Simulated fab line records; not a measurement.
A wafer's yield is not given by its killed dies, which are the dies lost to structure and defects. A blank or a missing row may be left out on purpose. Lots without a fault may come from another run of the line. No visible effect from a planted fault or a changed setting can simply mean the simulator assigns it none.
fab line records -- flow sky130
record: lots: 13, wafers: 39, last_day: 50
route steps=708 shown LDD_P@261 METAL1@435 METAL2@487
lots that met no fault: from a run of the same line without faults
start_h: the number of hours between the record's first day and the start of the first shown wafer of the lot -- wait_h: time in hours since the lot's previous step -- " repeats the value in the row above -- L1.1+2: one row covering several wafers at once -- - no value, or no start was given -- * or withheld: withheld -- < > ~ a bound
route shown NAME@n: a module of which the file shows steps, and the number in the route of the first -- usual: mean and standard deviation over wafers with no fault -- same: alike in all rows -- chamber/n: place in a boat -- sites: the reading at each site -- _std_site: the standard deviation of these -- _edge_site: outer sites' mean less inner sites' -- radius_mm: for every site, how far away it sits from the centre of the wafer -- mask NAME#n: copy n -- behind: the most recent tool/chamber to have shaped the wafer -- hold: the reason the lot was held/the length of the hold in hours/how it ended -- device: the n, p or np transistor that did not switch -- end of line: the same wafers' tests at the end of the route -- step lacking rows: just its recipe -- killed: not the wafer's yield, but the dies lost to structure and defects at the first sort -- map: dies across one wafer; x = killed, . = not, _ = none there
set.NAME: the setting that was run; set.NAME@STEP: the one run at that earlier step -- model.NAME: the simulator's own value behind a step, which no gauge read
route steps across a sampled set of lots; one table per step, one row per wafer
services: when a tool's chamber went out of use (start_h, in hours from the record's first day, below 0 if earlier), for how many hours, and the reason
== steps ==
step: SKY_LDD_P_DEVELOP_06
recipe: resist: NOVOLAK, developer: TMAH, develop_time_s: 60, dev_temp_c: 23
usual: developer_temp_C: 23.00/0.11, exhaust_pa: 45.1/0.94
lot.wafer,tool,chamber,start_h,wait_h,developer_temp_C,exhaust_pa
L600.1,litho_track-04,0,427.65,0.1,23.12,46.2
L600.4,litho_track-04,0,427.65,0.1,23.10,46.1
L600.5,litho_track-04,0,427.65,0.1,23.10,45.5
L601.1,litho_track-03,0,435.96,0.1,22.91,43.5
L601.4,litho_track-03,0,435.96,0.1,22.75,44.0
L601.5,litho_track-03,0,435.96,0.1,22.82,44.3
L602.2,litho_track-02,0,456.42,0.1,23.18,44.3
L602.5,litho_track-02,0,456.42,0.1,23.14,45.2
L602.6,litho_track-02,0,456.42,0.1,23.07,43.4
L605.1,litho_track-02,0,477.59,0.1,22.82,44.6
L605.3,litho_track-02,0,477.59,0.1,22.95,45.6
L605.6,litho_track-02,0,477.59,0.1,23.03,44.6
L606.3,litho_track-04,0,495.85,0.1,23.05,43.2
L606.5,litho_track-04,0,495.85,0.1,23.14,44.0
L606.6,litho_track-04,0,495.85,0.1,23.11,45.5
L611.3,litho_track-03,0,533.76,0.1,23.08,45.4
L611.4,litho_track-03,0,533.76,0.1,23.05,45.0
L611.6,litho_track-03,0,533.76,0.1,22.83,45.0
L612.1,litho_track-04,0,541.00,0.1,25.26,45.6
L612.4,litho_track-04,0,541.00,0.1,25.34,44.3
L612.6,litho_track-04,0,541.00,0.1,25.19,43.4
L613.1,litho_track-04,0,548.35,0.1,25.35,45.0
L613.4,litho_track-04,0,548.35,0.1,25.21,46.5
L613.5,litho_track-04,0,548.35,0.1,25.13,46.3
L617.1,litho_track-02,0,580.84,0.1,23.05,44.4
L617.2,litho_track-02,0,580.84,0.1,22.91,44.8
L617.4,litho_track-02,0,580.84,0.1,22.90,45.2
L618.1,litho_track-03,0,589.01,0.1,23.01,46.7
L618.4,litho_track-03,0,589.01,0.1,22.94,45.8
L618.6,litho_track-03,0,589.01,0.1,23.15,46.1
L620.1,litho_track-02,0,606.64,0.1,23.00,44.5
L620.2,litho_track-02,0,606.64,0.1,23.02,44.9
L620.3,litho_track-02,0,606.64,0.1,23.18,44.4
L621.1,litho_track-02,0,614.44,0.1,23.03,44.5
L621.4,litho_track-02,0,614.44,0.1,23.03,43.8
L621.5,litho_track-02,0,614.44,0.1,23.06,46.0
L623.1,litho_track-03,0,625.91,0.1,22.92,44.4
L623.3,litho_track-03,0,625.91,0.1,23.03,44.2
L623.4,litho_track-03,0,625.91,0.1,22.85,43.3
step: SKY_METAL1_SPUTTER_01
recipe: material: TiN, target_thk_nm: 20, power_w: 6500, time_s: 16.7, chamber_pressure_pa: 0.4
usual: throttle_valve_pct: 29.6/0.67
lot.wafer,tool,chamber,start_h,wait_h,throttle_valve_pct
L600.1,pvd_sputter-03,-,730.03,0.0,29.5
L600.4,pvd_sputter-03,-,730.03,0.0,29.9
L600.5,pvd_sputter-03,-,730.03,0.0,29.8
L601.1,pvd_sputter-03,-,737.81,0.0,29.4
L601.4,pvd_sputter-03,-,737.81,0.0,29.9
L601.5,pvd_sputter-03,-,737.81,0.0,29.7
L602.2,pvd_sputter-03,-,753.90,0.0,29.6
L602.5,pvd_sputter-03,-,753.90,0.0,28.7
L602.6,pvd_sputter-03,-,753.90,0.0,29.8
L605.1,pvd_sputter-02,-,772.45,0.0,31.1
L605.3,pvd_sputter-02,-,772.45,0.0,28.8
L605.6,pvd_sputter-02,-,772.45,0.0,29.0
L606.3,pvd_sputter-02,-,789.45,0.0,30.3
L606.5,pvd_sputter-02,-,789.45,0.0,30.1
L606.6,pvd_sputter-02,-,789.45,0.0,29.7
L611.3,pvd_sputter-02,-,822.29,0.0,28.9
L611.4,pvd_sputter-02,-,822.29,0.0,30.9
L611.6,pvd_sputter-02,-,822.29,0.0,30.1
L612.1,pvd_sputter-04,-,828.50,0.0,29.8
L612.4,pvd_sputter-04,-,828.50,0.0,29.2
L612.6,pvd_sputter-04,-,828.50,0.0,29.1
L613.1,pvd_sputter-04,-,834.90,0.0,29.0
L613.4,pvd_sputter-04,-,834.90,0.0,30.5
L613.5,pvd_sputter-04,-,834.90,0.0,30.1
L617.1,pvd_sputter-03,-,860.72,0.0,30.0
L617.2,pvd_sputter-03,-,860.72,0.0,28.7
L617.4,pvd_sputter-03,-,860.72,0.0,29.0
L618.1,pvd_sputter-04,-,871.45,0.0,29.1
L618.4,pvd_sputter-04,-,871.45,0.0,29.1
L618.6,pvd_sputter-04,-,871.45,0.0,29.3
L620.1,pvd_sputter-02,-,886.17,0.0,29.0
L620.2,pvd_sputter-02,-,886.17,0.0,29.8
L620.3,pvd_sputter-02,-,886.17,0.0,31.0
L621.1,pvd_sputter-04,-,890.33,0.0,29.4
L621.4,pvd_sputter-04,-,890.33,0.0,29.7
L621.5,pvd_sputter-04,-,890.33,0.0,30.7
L623.1,pvd_sputter-03,-,901.28,0.0,28.9
L623.3,pvd_sputter-03,-,901.28,0.0,28.5
L623.4,pvd_sputter-03,-,901.28,0.0,29.3
step: SKY_METAL2_SPUTTER_04
recipe: material: TiN, target_thk_nm: 70, power_w: 6500, time_s: 58.3, chamber_pressure_pa: 0.4
usual: throttle_valve_pct: 29.8/0.94
lot.wafer,tool,chamber,start_h,wait_h,throttle_valve_pct
L600.1,pvd_sputter-04,-,787.61,0.0,30.6
L600.4,pvd_sputter-04,-,787.61,0.0,30.0
L600.5,pvd_sputter-04,-,787.61,0.0,28.9
L601.1,pvd_sputter-02,-,793.92,0.0,29.5
L601.4,pvd_sputter-02,-,793.92,0.0,30.9
L601.5,pvd_sputter-02,-,793.92,0.0,30.3
L602.2,pvd_sputter-02,-,810.41,0.0,29.8
L602.5,pvd_sputter-02,-,810.41,0.0,29.7
L602.6,pvd_sputter-02,-,810.41,0.0,30.5
L605.1,pvd_sputter-02,-,827.12,0.0,29.7
L605.3,pvd_sputter-02,-,827.12,0.0,31.0
L605.6,pvd_sputter-02,-,827.12,0.0,28.7
L606.3,pvd_sputter-04,-,844.68,0.0,30.2
L606.5,pvd_sputter-04,-,844.68,0.0,29.9
L606.6,pvd_sputter-04,-,844.68,0.0,28.9
L611.3,pvd_sputter-01,-,878.03,0.0,28.4
L611.4,pvd_sputter-01,-,878.03,0.0,32.1
L611.6,pvd_sputter-01,-,878.03,0.0,32.2
L612.1,pvd_sputter-04,-,883.31,0.0,29.9
L612.4,pvd_sputter-04,-,883.31,0.0,29.2
L612.6,pvd_sputter-04,-,883.31,0.0,28.9
L613.1,pvd_sputter-02,-,889.61,0.0,30.1
L613.4,pvd_sputter-02,-,889.61,0.0,29.0
L613.5,pvd_sputter-02,-,889.61,0.0,29.2
L617.1,pvd_sputter-04,-,914.26,0.0,29.2
L617.2,pvd_sputter-04,-,914.26,0.0,29.3
L617.4,pvd_sputter-04,-,914.26,0.0,30.3
L618.1,pvd_sputter-01,-,924.55,0.0,29.8
L618.4,pvd_sputter-01,-,924.55,0.0,32.4
L618.6,pvd_sputter-01,-,924.55,0.0,32.2
L620.1,pvd_sputter-04,-,938.74,0.0,29.9
L620.2,pvd_sputter-04,-,938.74,0.0,30.4
L620.3,pvd_sputter-04,-,938.74,0.0,29.3
L621.1,pvd_sputter-01,-,943.79,0.0,32.2
L621.4,pvd_sputter-01,-,943.79,0.0,29.4
L621.5,pvd_sputter-01,-,943.79,0.0,32.4
L623.1,pvd_sputter-02,-,953.01,0.0,28.8
L623.3,pvd_sputter-02,-,953.01,0.0,29.8
L623.4,pvd_sputter-02,-,953.01,0.0,30.4
step: SKY_METAL2_THK_MEAS_06
recipe: thk_meas_gauge: xrf, reads: AlCu_of_METAL2_SPUTTER_02
usual: METAL2_ALCU_THK: 251.9/2.8
lot.wafer,tool,chamber,start_h,wait_h,METAL2_ALCU_THK[nm]
L600.1,film_metro-01,-,787.78,0.1,252.0
L600.4,film_metro-01,-,787.78,0.1,246.6
L600.5,film_metro-01,-,787.78,0.1,252.6
L601.1,film_metro-01,-,794.09,0.1,252.7
L601.4,film_metro-01,-,794.09,0.1,251.5
L601.5,film_metro-01,-,794.09,0.1,251.8
L602.2,film_metro-01,-,810.59,0.1,251.0
L602.5,film_metro-01,-,810.59,0.1,256.7
L602.6,film_metro-01,-,810.59,0.1,255.0
L605.1,film_metro-03,-,827.29,0.1,253.7
L605.3,film_metro-03,-,827.29,0.1,253.6
L605.6,film_metro-03,-,827.29,0.1,254.3
L606.3,film_metro-01,-,844.87,0.1,252.4
L606.5,film_metro-01,-,844.87,0.1,252.4
L606.6,film_metro-01,-,844.87,0.1,253.3
L611.3,film_metro-04,-,878.22,0.1,253.6
L611.4,film_metro-04,-,878.22,0.1,250.5
L611.6,film_metro-04,-,878.22,0.1,251.3
L612.1,film_metro-04,-,883.48,0.1,246.4
L612.4,film_metro-04,-,883.48,0.1,248.9
L612.6,film_metro-04,-,883.48,0.1,250.4
L613.1,film_metro-03,-,889.78,0.1,248.0
L613.4,film_metro-03,-,889.78,0.1,250.3
L613.5,film_metro-03,-,889.78,0.1,250.8
L617.1,film_metro-04,-,914.43,0.1,247.6
L617.2,film_metro-04,-,914.43,0.1,245.9
L617.4,film_metro-04,-,914.43,0.1,247.1
L618.1,film_metro-01,-,924.72,0.1,255.2
L618.4,film_metro-01,-,924.72,0.1,253.2
L618.6,film_metro-01,-,924.72,0.1,258.5
L620.1,film_metro-01,-,938.91,0.1,253.8
L620.2,film_metro-01,-,938.91,0.1,248.0
L620.3,film_metro-01,-,938.91,0.1,252.0
L621.1,film_metro-03,-,943.96,0.1,249.2
L621.4,film_metro-03,-,943.96,0.1,249.7
L621.5,film_metro-03,-,943.96,0.1,247.1
L623.1,film_metro-01,-,953.18,0.1,252.8
L623.3,film_metro-01,-,953.18,0.1,255.4
L623.4,film_metro-01,-,953.18,0.1,253.7
== services ==
tool,chamber,start_h,hours,kind
pvd_sputter-04,-,408.01,2.3,repair
pvd_sputter-04,-,410.29,26.7,repair
pvd_sputter-04,-,439.27,2.5,repair
pvd_sputter-04,-,480.06,3.3,repair
pvd_sputter-03,-,515.71,2.3,repair
pvd_sputter-04,-,533.55,1.1,repair
pvd_sputter-01,-,544.51,2.5,repair
pvd_sputter-01,-,558.80,4.6,repair
pvd_sputter-01,-,562.74,5.3,repair
pvd_sputter-02,-,648.48,6.9,repair
pvd_sputter-01,-,651.00,4.0,repair
pvd_sputter-02,-,677.42,1.5,repair
pvd_sputter-02,-,751.63,0.9,repair
pvd_sputter-03,-,822.34,6.6,repair
pvd_sputter-02,-,837.70,4.5,repair
pvd_sputter-02,-,839.46,16.7,repair
pvd_sputter-02,-,875.26,0.9,repair
pvd_sputter-02,-,899.75,14.9,repair
== key ==
first_sign: step: SKY_LDD_P_DEVELOP_06, reading: developer_temp_C, direction: up, sigmas: 20, usual: *, struck: *
effect none on later readings
met_at SKY_LDD_P_DEVELOP_06
struck_lots L612,L613
tester_left_out L612,L613
not_acting_at SKY_METAL1_SPUTTER_01,SKY_METAL2_SPUTTER_04,SKY_METAL2_THK_MEAS_06
onset_between 495.85 541.00
fault: kind: process_parameter_drift, tool: litho_track-04, chamber: -, onset_h: 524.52, steps: SKY_LDD_P_DEVELOP_06, channel: dev_temp_c, offset: *, shape: step, end_h: 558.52, acts_in: *, stated: *
tester_left_out: of these lots the tester's yield and bins aren't shown, on N5 and GAA mostly nor the transistor test; their killed dies are dies lost to structure and defects alone, not to doping, threshold or leakage, so they don't give the yield
